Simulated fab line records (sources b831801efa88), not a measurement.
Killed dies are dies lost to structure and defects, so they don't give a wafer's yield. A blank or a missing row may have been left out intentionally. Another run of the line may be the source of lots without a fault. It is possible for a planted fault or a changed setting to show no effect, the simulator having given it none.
Chamber matching :: flow sky130 :: SKY_CONTACT_ETCH_17 on rie-diel-03 has 4 sister chambers
The step etches SiO2 in C4F8/O2/Ar, stops on Si3N4, target depth 340 nm. 14 wafers are shown with their chamber, then 7 later ones without.

EACH WAFER AND ITS CHAMBER
wafer: L343.1
chamber: 0
bias-w (W): 1198
oes-product-au (a.u.): 0.891

wafer: L343.2
chamber: 2
bias-w (W): 1207
oes-product-au (a.u.): 0.885

wafer: L343.4
chamber: 3
bias-w (W): 1203
oes-product-au (a.u.): 0.889

wafer: L347.2
chamber: 0
bias-w (W): 1201
oes-product-au (a.u.): 0.900

wafer: L347.3
chamber: 1
bias-w (W): 1199
oes-product-au (a.u.): 0.894

wafer: L347.6
chamber: 0
bias-w (W): 1205
oes-product-au (a.u.): 0.889

wafer: L354.1
chamber: 1
bias-w (W): 1199
oes-product-au (a.u.): 0.891

wafer: L354.3
chamber: 0
bias-w (W): 1190
oes-product-au (a.u.): 0.889

wafer: L354.4
chamber: 2
bias-w (W): 1202
oes-product-au (a.u.): 0.888

wafer: L353.3
chamber: 1
bias-w (W): 1200
oes-product-au (a.u.): 0.894

wafer: L353.5
chamber: 1
bias-w (W): 1199
oes-product-au (a.u.): 0.899

wafer: L353.6
chamber: 0
bias-w (W): 1207
oes-product-au (a.u.): 0.884

wafer: L358.2
chamber: 2
bias-w (W): 1203
oes-product-au (a.u.): 0.892

wafer: L358.3
chamber: 0
bias-w (W): 1204
oes-product-au (a.u.): 0.896

SIGNATURES (averages over the wafers above)
reading: bias-w
chamber 0: 1200.83
chamber 1: 1199.25
chamber 2: 1204.00
chamber 3: 1203.00
scatter within a chamber: 4.53

reading: oes-product-au
chamber 0: 0.89150
chamber 1: 0.89450
chamber 2: 0.88833
chamber 3: 0.88900
scatter within a chamber: 0.00468
Rule: for each reading, subtract the chamber's mean from the wafer's reading, divide by that reading's scatter and square the result; add these up over the readings and take the root, which gives the wafer's distance from the chamber. If the next closest chamber is less than 2 further off than the closest, the wafer can't be placed; otherwise it belongs to the closest. The scatter: take each reading less its chamber's mean, square it, sum over the shown wafers, divide by the number of wafers less the number of chambers, and take the root.

WAFERS MISSING THEIR CHAMBER
wafer: L358.4
bias-w (W): 1200
oes-product-au (a.u.): 0.882

wafer: L364.2
bias-w (W): 1201
oes-product-au (a.u.): 0.895

wafer: L364.4
bias-w (W): 1196
oes-product-au (a.u.): 0.894

wafer: L364.5
bias-w (W): 1198
oes-product-au (a.u.): 0.895

wafer: L366.3
bias-w (W): 1203
oes-product-au (a.u.): 0.894

wafer: L366.5
bias-w (W): 1201
oes-product-au (a.u.): 0.898

wafer: L366.6
bias-w (W): 1203
oes-product-au (a.u.): 0.887

CHAMBER TAKEN BY EACH
wafer: L358.4
from the rows above: can't be placed: 2 or 3 or 0 or 1
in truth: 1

wafer: L364.2
from the rows above: can't be placed: 1 or 0 or 3 or 2
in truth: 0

wafer: L364.4
from the rows above: can't be placed: 1 or 0 or 3 or 2
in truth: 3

wafer: L364.5
from the rows above: can't be placed: 1 or 0 or 3 or 2
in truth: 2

wafer: L366.3
from the rows above: can't be placed: 0 or 1 or 3 or 2
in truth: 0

wafer: L366.5
from the rows above: can't be placed: 1 or 0 or 3 or 2
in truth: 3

wafer: L366.6
from the rows above: can't be placed: 2 or 3 or 0 or 1
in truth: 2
Correctly placed: 0 of 7. These rows do not allow placing 7 (true chamber among the candidates in 7). Number placed wrongly: 0.
